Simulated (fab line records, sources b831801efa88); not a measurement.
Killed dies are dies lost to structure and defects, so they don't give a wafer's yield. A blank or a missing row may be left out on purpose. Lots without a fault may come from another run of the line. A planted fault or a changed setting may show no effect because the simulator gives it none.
A struck lot beside a sound one | flow sky130 | 17 steps out of a route of 708
Sound: wafers L954.4, L954.5, L954.6. Struck: wafers L963.4, L963.5, L963.6. The cause comes at the end.
At each step with rows: each side's tool, then ch and its chambers, then its first start. Under that, the readings that differ: sound wafers | struck wafers | difference of the means | sigmas: that difference in standard deviations of wafers without a fault.
alike: readings whose means differ by less than 2 such deviations, and words and numbers that are the same on both sides. not compared: withheld readings, readings that some wafer has no value for, bounds like >300 that may hide the same value, and numbers for which the record gives no deviation and whose values overlap.
The two part at a step that has a row with sigmas, a row that says differs or no value, or rows on one side only. Numbers that don't overlap but have no deviation are shown without sigmas and don't part them. A reading that every wafer of one side lacks parts them only if that side has two wafers or more.

SKY_LDD_HVP_TW_MEAS_10:
  sound on film_metro-03, day 22 10:44; struck on film_metro-02, day 26 09:16
  alike: LDD_HVP_TW
then, 7 steps without rows for these wafers: SKY_LDD_LDN_DEHYDRATE_00 (time 60 s); SKY_LDD_LDN_HMDS_01 (prime time 60 s); SKY_LDD_LDN_COAT_02 (resist thk 1140 nm); SKY_LDD_LDN_SOFTBAKE_03 (time 60 s); SKY_LDD_LDN_EXPOSE_04 (exposes mask LDNTM, target cd 700 nm); SKY_LDD_LDN_PEB_05; SKY_LDD_LDN_DEVELOP_06 (develop time 60 s).
SKY_LDD_LDN_OVL_MEAS_07:
  sound on overlay-02, day 23 17:18; struck on overlay-02, day 27 14:34
  alike: LDD_LDN_OVL
then, 3 steps without rows for these wafers: SKY_LDD_LDN_IMPLANT_08; SKY_LDD_LDN_IMPLANT_09; SKY_LDD_LDN_IMPLANT_10.
SKY_LDD_LDN_IMPLANT_11:
  sound on implanter-03 ch 0, day 23 17:59; struck on implanter-03 ch 0, day 27 15:07
  reading            | sound                            | struck                        | difference | sigmas
  dose_ions_cm2      | 1.2518e+13 1.2492e+13 1.2532e+13 | 8.081e+12 8.082e+12 8.085e+12 | -4.431e+12 | -99 or more
  faraday_current_uA | 71.4 71.9 72.2                   | 45.9 44.3 44.5                | -26.9      | -19
SKY_LDD_LDN_STRIP_12: strips in O2/N2.
  sound on plasma_asher-03 ch 0,1, day 23 18:05; struck on plasma_asher-02 ch 0,1, day 27 15:13
  alike: drypump_motor_current_A, oes_product_au, strip_time_to_endpoint_s
  not compared: rf_hours_counter_h
SKY_LDD_LDN_TW_MEAS_13:
  sound on film_metro-02, day 23 18:11; struck on film_metro-02, day 27 15:19
  reading    | sound          | struck         | difference | sigmas
  LDD_LDN_TW | 1485 1495 1495 | 1443 1438 1440 | -51        | -7
then, 1 step without rows for these wafers: SKY_LDD_LDN_CLEAN_14 (cleans in SC1/SC2, time 150 s).
-- the record jumps here: 22 days lie between the struck wafers' starts before and after (it left off in module LDD_LDN and takes up again in module PAD_OPEN, whose first step shown is number 708 of the route) --
SKY_PAD_OPEN_PROBE_99:
  sound on prober-01, day 46 16:45; struck on prober-02, day 49 07:55
  reading                         | sound          | struck         | difference | sigmas
  model.etest.tip_sonos.rs_ohm_sq | 2594 2571 2581 | 2773 2737 2750 | +171       |
  alike: killed_at_M0_to_M3, killed_at_M4_up, killed_at_contacts, killed_at_front_end, killed_at_other, killed_dies, killed_on_rim, killed_open, killed_short

WHERE THEY PART
First at SKY_LDD_LDN_IMPLANT_11; last, within this record, at SKY_LDD_LDN_TW_MEAS_13. Later steps at which nothing parts them and some readings are alike: SKY_PAD_OPEN_PROBE_99.

WHY: what the simulator had put in
Process parameter drift: implanter-03, from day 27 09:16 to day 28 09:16, at SKY_LDD_LDN_IMPLANT_11. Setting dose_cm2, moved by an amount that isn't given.
